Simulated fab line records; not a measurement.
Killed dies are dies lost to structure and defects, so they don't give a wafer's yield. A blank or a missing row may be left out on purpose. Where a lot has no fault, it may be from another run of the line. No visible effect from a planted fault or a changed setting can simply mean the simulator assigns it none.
Which tool was responsible? | flow gf180mcu | 36 wafers sampled from 12 lots at 1 step of a route of 602

== WHAT THE GAUGES READ, wafer by wafer ==
GF_MVPSD_TW_MEAS_11.
lot  | measured     | on            | MVPSD_TW
L075 | day 5 09:01  | film_metro-04 | 559 559 559
L077 | day 5 18:15  | film_metro-03 | 559 562 560
L079 | day 6 07:00  | film_metro-04 | 560 563 558
L081 | day 6 19:23  | film_metro-04 | 566 566 564
L083 | day 7 07:08  | film_metro-04 | 564 561 564
L085 | day 7 16:54  | film_metro-02 | 555 554 556
L087 | day 8 05:11  | film_metro-02 | 550 555 553
L089 | day 8 18:37  | film_metro-02 | 552 554 549
L091 | day 9 05:44  | film_metro-03 | 558 562 558
L093 | day 9 16:52  | film_metro-04 | 561 562 562
L095 | day 10 06:02 | film_metro-02 | 555 554 555
L097 | day 10 16:55 | film_metro-02 | 556 556 556

== WHICH TOOL RAN EACH LOT (tool, then ch and the chambers of the sampled wafers, then the start) ==
The record holds no process step before these readings.

== THE ANSWER, worked out from the rows above alone ==
Rule: what is usual is taken from the lots themselves. Put in order of their means at a reading, lots are off if they are a third of the lots or fewer, leave a main group of 4 or more, and stand apart from it by a gap of 3 or more times the standard deviation of the main group's means; of several such gaps the widest counts. A main group whose means are all the same, to the digits that the tables above print for the reading, isn't used. Also off: a lot with no number at a reading for which 4 or more lots have one. Any other lot the step has rows for is counted as sound.
Nothing can be told from this: no lot is off at any reading shown.

== WHAT THE SIMULATOR PUT IN ==
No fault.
